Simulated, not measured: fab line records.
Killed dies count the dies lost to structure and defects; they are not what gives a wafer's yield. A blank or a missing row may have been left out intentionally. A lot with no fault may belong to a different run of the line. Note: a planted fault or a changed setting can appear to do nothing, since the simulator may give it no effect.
fab line records | flow gf180mcu
[record] lots = 11 wafers = 33 lastDay = 34
route steps=602 shown DNWELL@41 PSD@257 V1@338
lots untouched by any fault: they come from a run of this same line in which no faults occurred
startH: hours from the record's opening day to when the first of the lot's shown wafers began | waitH: time in hours since the lot's previous step | " identical to the entry in the row above | L1.1+2: one row covering several wafers at once | - either no value or no given start | * or withheld: withheld | < > ~ a bound
route shown NAME@n: a module of which the file shows steps, and the number in the route of the first | usual: mean and standard deviation over wafers with no fault | same: alike in all rows | chamber/n: place in a boat | sites: each site's reading | _std_site: standard deviation of those values | _edge_site: outer sites' mean less inner sites' | radiusMm: how far each site lies from the wafer's centre | mask NAME#n: copy n | behind: the tool/chamber that last shaped the wafer | hold: why the lot went on hold/how many hours it stayed there/how the hold came to an end | device: names the non-switching transistor (n, p or np) | end of line: the route-end tests of the same wafers | where a step has no rows: the recipe by itself | killed: at the first sort, the dies lost to defects and structure; wafer yield is something else | map: dies across one wafer; x = killed, . = not, _ = none there
set.NAME: the setting as run; set.NAME@STEP: as run at that earlier step | model.NAME: the simulator's own value behind a step, which no gauge read
route steps across a sampled set of lots; one table per step, one row per wafer
services: from which hour (startH, from the record's first day; less than 0 if before it) a tool's chamber was out of use, for how many hours, and why
[[steps]]
[step GF_DNWELL_TW_MEAS_09]
[usual] DNWELL_TW = 1361/12
// columns lot.wafer tool chamber startH waitH DNWELL_TW
L323.2 filmMetro-03 - 53.62 0.1 1352
L323.4 " - " " 1351
L323.6 " - " " 1343
L324.2 filmMetro-03 - 59.43 0.1 1363
L324.3 " - " " 1356
L324.6 " - " " 1360
L326.1 filmMetro-03 - 69.46 0.1 1344
L326.3 " - " " 1350
L326.5 " - " " 1347
L329.1 filmMetro-02 - 85.72 0.1 1350
L329.3 " - " " 1344
L329.4 " - " " 1348
L332.1 filmMetro-02 - 94.53 0.1 1349
L332.2 " - " " 1358
L332.3 " - " " 1356
L333.2 filmMetro-03 - 102.22 0.1 1334
L333.3 " - " " 1342
L333.5 " - " " 1348
L338.1 filmMetro-04 - 127.91 0.1 1370
L338.4 " - " " 1364
L338.5 " - " " 1368
L339.4 filmMetro-04 - 133.09 0.1 1380
L339.5 " - " " 1387
L339.6 " - " " 1373
L341.1 filmMetro-03 - 142.52 0.1 1346
L341.3 " - " " 1351
L341.5 " - " " 1358
L343.1 filmMetro-04 - 154.77 0.1 1372
L343.2 " - " " 1369
L343.3 " - " " 1371
L344.1 filmMetro-04 - 159.23 0.1 1372
L344.2 " - " " 1375
L344.5 " - " " 1364
[step GF_PSD_IMPLANT_09]
[recipe] species = BF2 energyKev = 40 doseCm2 = 1.5e+15 tiltDeg = 7
[usual] beamOnS = 10.00/0.21 doseIonsCm2 = 1.5002e+15/1.7e+12 endStationPressureTorr = 1.18e-05/5.5e-07 faradayCurrentUA = 8245/170
[same] implantIonAmu = 49
// columns lot.wafer tool chamber startH waitH beamOnS doseIonsCm2 endStationPressureTorr faradayCurrentUA
L323.2 implanter-01 0 332.75 0.0 10.16 1.4975e+15 1.18e-05 8153
L323.4 " 0 " " 9.99 1.504e+15 1.15e-05 8294
L323.6 " 0 " " 9.56 1.5005e+15 1.18e-05 8630
L324.2 implanter-01 0 343.90 0.0 10.40 1.4996e+15 1.25e-05 7882
L324.3 " 0 " " 10.28 1.5002e+15 1.05e-05 8048
L324.6 " 0 " " 9.91 1.4998e+15 1.15e-05 8294
L326.1 implanter-01 0 354.77 0.0 9.89 1.5e+15 1.18e-05 8321
L326.3 " 0 " " 10.12 1.499e+15 1.06e-05 8197
L326.5 " 0 " " 9.96 1.5023e+15 1.08e-05 8244
L329.1 implanter-03 0 384.58 0.0 10.20 1.5015e+15 1.24e-05 8065
L329.3 " 0 " " 10.01 1.5003e+15 1.21e-05 8216
L329.4 " 0 " " 10.35 1.5013e+15 1.13e-05 7929
L332.1 implanter-01 0 396.08 0.0 10.01 1.4978e+15 1.24e-05 8229
L332.2 " 0 " " 10.06 1.4987e+15 1.17e-05 8182
L332.3 " 0 " " 10.15 1.4968e+15 1.14e-05 8128
L333.2 implanter-03 0 411.79 0.0 10.08 1.4988e+15 1.2e-05 8132
L333.3 " 0 " " 10.10 1.5e+15 1.15e-05 8165
L333.5 " 0 " " 10.11 1.5007e+15 1.15e-05 8136
L338.1 implanter-01 0 454.18 0.0 13.88 1.5056e+15 0.0001083 6150
L338.4 " 0 " " 14.20 1.5013e+15 0.0001083 6026
L338.5 " 0 " " 13.81 1.501e+15 0.0001046 6188
L339.4 implanter-01 0 465.15 0.1 13.46 1.5004e+15 0.0001079 6326
L339.5 " 0 " " 13.83 1.5034e+15 0.0001019 6152
L339.6 " 0 " " 14.14 1.4989e+15 0.0001116 6039
L341.1 implanter-03 0 484.13 0.0 10.06 1.5002e+15 1.24e-05 8243
L341.3 " 0 " " 10.13 1.4982e+15 1.13e-05 8160
L341.5 " 0 " " 10.01 1.4994e+15 1.21e-05 8237
L343.1 implanter-04 0 491.87 0.0 9.91 1.5016e+15 1.18e-05 8325
L343.2 " 0 " " 10.19 1.5009e+15 1.23e-05 8113
L343.3 " 0 " " 10.21 1.5017e+15 1.13e-05 8038
L344.1 implanter-03 0 499.42 0.0 10.23 1.499e+15 1.19e-05 8062
L344.2 " 0 " " 9.71 1.4992e+15 1.18e-05 8472
L344.5 " 0 " " 9.99 1.499e+15 1.13e-05 8254
[step GF_PSD_STRIP_10]
[recipe] chemistry = O2/N2 powerW = 1400 pressureMtorr = 1500 platenTempC = 250 o2FlowSccm = 3000 n2FlowSccm = 300 overashFraction = 0.5
[usual] drypumpMotorCurrentA = 6.0/0.5 heaterPowerW = 349/22 oesProductAu = 0.592/0.0042 stripTimeToEndpointS = 16.59/0.039
// columns lot.wafer tool chamber startH waitH drypumpMotorCurrentA heaterPowerW oesProductAu rfHoursCounterH stripTimeToEndpointS
L323.2 plasmaAsher-03 1 332.88 0.1 5.0 367 0.590 70 16.67
L323.4 " 1 " " 5.0 350 0.586 - 16.65
L323.6 " 1 " " 4.9 351 0.600 - 16.67
L324.2 plasmaAsher-04 0 344.03 0.1 5.7 343 0.595 22 16.64
L324.3 " 1 " " 5.9 349 0.595 - 16.63
L324.6 " 1 " " 5.9 341 0.589 - 16.61
L326.1 plasmaAsher-03 0 354.92 0.1 6.5 302 0.598 74 16.59
L326.3 " 1 " " 4.9 345 0.590 - 16.60
L326.5 " 1 " " 4.9 363 0.593 - 16.61
L329.1 plasmaAsher-01 0 384.73 0.1 6.5 347 0.591 59 16.55
L329.3 " 1 " " 6.4 381 0.593 - 16.55
L329.4 " 0 " " 6.5 351 0.591 - 16.56
L332.1 plasmaAsher-01 0 396.23 0.1 6.4 350 0.593 61 16.61
L332.2 " 1 " " 6.4 381 0.585 61 16.64
L332.3 " 1 " " 6.4 385 0.590 - 16.60
L333.2 plasmaAsher-04 0 411.92 0.1 5.7 347 0.594 28 16.61
L333.3 " 0 " " 5.7 347 0.593 - 16.64
L333.5 " 0 " " 5.7 346 0.590 - 16.61
L338.1 plasmaAsher-04 0 454.33 0.1 5.8 346 0.571 32 17.60
L338.4 " 1 " " 5.9 347 0.571 - 17.60
L338.5 " 1 " " 5.9 343 0.567 - 17.64
L339.4 plasmaAsher-01 0 465.26 0.1 6.4 357 0.571 - 17.60
L339.5 " 0 " " 6.4 365 0.574 - 17.62
L339.6 " 1 " " 6.4 376 0.574 - 17.59
L341.1 plasmaAsher-03 0 484.28 0.1 6.5 299 0.587 5 16.58
L341.3 " 1 " " 4.9 348 0.593 - 16.58
L341.5 " 0 " " 6.5 294 0.588 - 16.55
L343.1 plasmaAsher-01 1 492.02 0.1 6.4 379 0.594 71 16.59
L343.2 " 0 " " 6.4 353 0.587 71 16.58
L343.3 " 0 " " 6.4 346 0.600 - 16.61
L344.1 plasmaAsher-01 1 499.57 0.1 6.4 378 0.589 72 16.55
L344.2 " 0 " " 6.4 352 0.595 72 16.53
L344.5 " 0 " " 6.4 356 0.593 - 16.59
[step GF_PSD_TW_MEAS_11]
[usual] PSD_TW = 3200/22
// columns lot.wafer tool chamber startH waitH PSD_TW
L323.2 filmMetro-02 - 332.99 0.1 3177
L323.4 " - " " 3183
L323.6 " - " " 3177
L324.2 filmMetro-01 - 344.14 0.1 3188
L324.3 " - " " 3177
L324.6 " - " " 3179
L326.1 filmMetro-04 - 355.02 0.1 3222
L326.3 " - " " 3230
L326.5 " - " " 3230
L329.1 filmMetro-02 - 384.83 0.1 3175
L329.3 " - " " 3185
L329.4 " - " " 3186
L332.1 filmMetro-04 - 396.33 0.1 3236
L332.2 " - " " 3216
L332.3 " - " " 3221
L333.2 filmMetro-02 - 412.03 0.1 3175
L333.3 " - " " 3171
L333.5 " - " " 3203
L338.1 filmMetro-04 - 454.43 0.1 3382
L338.4 " - " " 3412
L338.5 " - " " 3399
L339.4 filmMetro-02 - 465.35 0.1 3371
L339.5 " - " " 3390
L339.6 " - " " 3380
L341.1 filmMetro-04 - 484.38 0.1 3214
L341.3 " - " " 3209
L341.5 " - " " 3220
L343.1 filmMetro-04 - 492.12 0.1 3220
L343.2 " - " " 3222
L343.3 " - " " 3205
L344.1 filmMetro-02 - 499.67 0.1 3219
L344.2 " - " " 3201
L344.5 " - " " 3213
[step GF_PSD_RS_MEAS_15]
[recipe] thkMeasGauge = four-point-probe
[usual] PSD_RS = 108.57/0.26
// columns lot.wafer tool chamber startH waitH PSD_RS[ohm/sq]
L323.2 filmMetro-02 - 333.31 0.1 108.31
L323.4 " - " " 108.51
L323.6 " - " " 108.26
L324.2 filmMetro-02 - 344.46 0.1 108.44
L324.3 " - " " 108.63
L324.6 " - " " 108.40
L326.1 filmMetro-04 - 355.33 0.1 108.46
L326.3 " - " " 108.26
L326.5 " - " " 108.36
L329.1 filmMetro-02 - 385.14 0.1 108.53
L329.3 " - " " 108.75
L329.4 " - " " 108.49
L332.1 filmMetro-02 - 396.64 0.1 108.92
L332.2 " - " " 108.81
L332.3 " - " " 109.14
L333.2 filmMetro-01 - 412.43 0.1 108.60
L333.3 " - " " 108.27
L333.5 " - " " 108.47
L338.1 filmMetro-04 - 454.81 0.1 102.70
L338.4 " - " " 102.93
L338.5 " - " " 102.77
L339.4 filmMetro-01 - 465.70 0.1 103.34
L339.5 " - " " 103.08
L339.6 " - " " 103.35
L341.1 filmMetro-04 - 484.70 0.1 108.54
L341.3 " - " " 108.89
L341.5 " - " " 108.69
L343.1 filmMetro-02 - 492.44 0.1 108.18
L343.2 " - " " 108.29
L343.3 " - " " 108.31
L344.1 filmMetro-02 - 499.99 0.1 108.51
L344.2 " - " " 108.18
L344.5 " - " " 107.99
[step GF_V1_THK_MEAS_03]
[recipe] reads = SiO2_of_V1_CVD_02
[usual] V1_CVD_02_THK = 853/12
// columns lot.wafer tool chamber startH waitH V1_CVD_02_THK[nm]
L323.2 filmMetro-03 - 403.16 0.0 851
L323.4 " - " " 868
L323.6 " - " " 863
L324.2 filmMetro-04 - 414.61 0.0 835
L324.3 " - " " 854
L324.6 " - " " 854
L326.1 filmMetro-03 - 427.27 0.0 830
L326.3 " - " " 836
L326.5 " - " " 865
L329.1 filmMetro-01 - 460.68 0.0 863
L329.3 " - " " 856
L329.4 " - " " 868
L332.1 filmMetro-04 - 473.02 0.0 845
L332.2 " - " " 863
L332.3 " - " " 857
L333.2 filmMetro-04 - 489.77 0.0 835
L333.3 " - " " 835
L333.5 " - " " 839
L338.1 filmMetro-01 - 530.41 0.1 840
L338.4 " - " " 856
L338.5 " - " " 853
L339.4 filmMetro-03 - 539.89 0.0 850
L339.5 " - " " 847
L339.6 " - " " 851
L341.1 filmMetro-01 - 556.45 0.0 861
L341.3 " - " " 834
L341.5 " - " " 844
L343.1 filmMetro-03 - 565.05 0.0 827
L343.2 " - " " 844
L343.3 " - " " 845
L344.1 filmMetro-04 - 571.61 0.0 857
L344.2 " - " " 868
L344.5 " - " " 866
[step GF_V1_ETCH_16]
[recipe] chemistry = N2/H2 targetDepthA = withheld overetchA = withheld timeS = withheld target = BARC ionEnergyEv = 200 sourceW = 500 biasW = 100 pressureMtorr = 30 n2FlowSccm = 100 h2FlowSccm = 200
[usual] drypumpMotorCurrentA = 5.9/0.45 h2FlowSccm = 200.0/0.59 oesProductAu = 0.855/0.0039 throttleValvePct = 13.224/0.0093
// columns lot.wafer tool chamber startH waitH drypumpMotorCurrentA h2FlowSccm oesProductAu throttleValvePct
L323.2 rieDiel-04 0 426.98 0.0 5.2 200.6 0.854 13.225
L323.4 " 2 " " 6.3 200.5 0.860 13.208
L323.6 " 2 " " 6.3 200.4 0.862 13.234
L324.2 rieDiel-02 0 439.33 0.0 6.0 199.6 0.860 13.236
L324.3 " 3 " " 5.3 199.0 0.860 13.207
L324.6 " 0 " " 6.0 200.4 0.853 13.239
L326.1 rieDiel-01 2 452.63 0.0 5.6 200.7 0.849 13.235
L326.3 " 3 " " 5.2 200.0 0.862 13.244
L326.5 " 2 " " 5.6 199.9 0.848 13.200
L329.1 rieDiel-01 3 484.48 0.0 5.3 199.9 0.863 13.215
L329.3 " 2 " " 5.6 199.9 0.852 13.213
L329.4 " 1 " " 5.7 199.8 0.856 13.229
L332.1 rieDiel-01 1 497.87 0.0 5.7 200.2 0.855 13.218
L332.2 " 0 " " 6.4 199.8 0.858 13.231
L332.3 " 3 " " 5.2 200.8 0.853 13.225
L333.2 rieDiel-04 2 514.02 0.0 6.4 199.3 0.858 13.233
L333.3 " 1 " " 6.3 200.5 0.860 13.213
L333.5 " 2 " " 6.4 199.2 0.862 13.216
L338.1 rieDiel-01 1 553.23 0.0 5.7 200.4 0.858 13.220
L338.4 " 3 " " 5.3 199.3 0.853 13.214
L338.5 " 0 " " 6.4 199.8 0.852 13.231
L339.4 rieDiel-04 2 561.97 0.0 6.3 200.7 0.853 13.223
L339.5 " 3 " " 5.6 199.9 0.855 13.217
L339.6 " 2 " " 6.3 200.7 0.849 13.229
L341.1 rieDiel-02 0 578.17 0.0 6.0 200.0 0.857 13.230
L341.3 " 3 " " 5.3 200.7 0.858 13.228
L341.5 " 2 " " 6.4 200.7 0.862 13.223
L343.1 rieDiel-04 3 587.22 0.0 5.6 199.3 0.853 13.223
L343.2 " 2 " " 6.3 199.3 0.853 13.219
L343.3 " 0 " " 5.2 199.9 0.851 13.217
L344.1 rieDiel-01 1 593.27 0.0 5.7 200.1 0.855 13.233
L344.2 " 2 " " 5.6 199.2 0.849 13.222
L344.5 " 2 " " 5.6 199.0 0.857 13.233
[[services]]
// columns tool chamber startH hours kind
implanter-03 - 315.61 2.8 repair
rieDiel-04 - 318.31 2.8 pm
plasmaAsher-01 - 331.85 28.1 pm
rieDiel-01 3 345.01 2.5 repair
rieDiel-04 2 352.72 5.4 repair
rieDiel-01 2 374.75 4.9 repair
rieDiel-01 1 384.57 7.7 repair
rieDiel-04 - 389.65 1.0 repair
implanter-01 - 399.71 26.7 pm
rieDiel-01 1 408.70 15.0 repair
rieDiel-04 - 410.54 0.5 repair
implanter-03 - 431.57 1.9 repair
implanter-01 - 432.22 10.6 repair
rieDiel-01 - 439.68 0.6 repair
implanter-01 - 443.12 1.1 repair
rieDiel-04 2 447.51 15.5 repair
implanter-01 - 470.37 4.3 repair
implanter-01 - 490.68 3.1 repair
rieDiel-04 2 492.35 5.2 repair
implanter-01 - 494.55 1.1 repair
rieDiel-01 2 531.17 34.9 repair
rieDiel-01 1 538.86 4.4 repair
plasmaAsher-01 - 561.52 5.7 repair
rieDiel-01 1 561.57 13.7 repair
[[key]]
[firstSign] step = GF_PSD_IMPLANT_09 reading = endStationPressureTorr direction = up sigmas = 99+ usual = 1.18e-05 struck = 0.0001071
[effect] step = GF_PSD_IMPLANT_09 reading = beamOnS direction = up sigmas = 19 usual = 10.00 struck = 13.89
[effect] step = GF_PSD_STRIP_10 reading = stripTimeToEndpointS direction = up sigmas = 26 usual = * struck = *
[effect] step = GF_PSD_TW_MEAS_11 reading = PSD_TW direction = up sigmas = 8.6 usual = 3200 struck = 3389
[effect] step = GF_PSD_RS_MEAS_15 reading = PSD_RS direction = down sigmas = 21 usual = 108.57 struck = 103.03
metAt GF_PSD_IMPLANT_09
struckLots L338,L339
testerLeftOut L338,L339
notActingAt GF_DNWELL_TW_MEAS_09,GF_V1_THK_MEAS_03,GF_V1_ETCH_16
onsetBetween 396.08 454.18
[fault] kind = processParameterDrift tool = implanter-01 chamber = - onsetH = 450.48 steps = GF_PSD_IMPLANT_09 channel = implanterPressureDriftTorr offset = 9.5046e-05 shape = step endH = 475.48
[fault] kind = processParameterDrift tool = implanter-01 chamber = - onsetH = 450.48 steps = GF_PSD_IMPLANT_09 channel = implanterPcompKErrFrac offset = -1 shape = step endH = 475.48
// testerLeftOut: of these lots the tester's yield and bins aren't shown, on N5 and GAA mostly nor the transistor test; their killed dies are dies lost to structure and defects alone, not to doping, threshold or leakage, so they don't give the yield
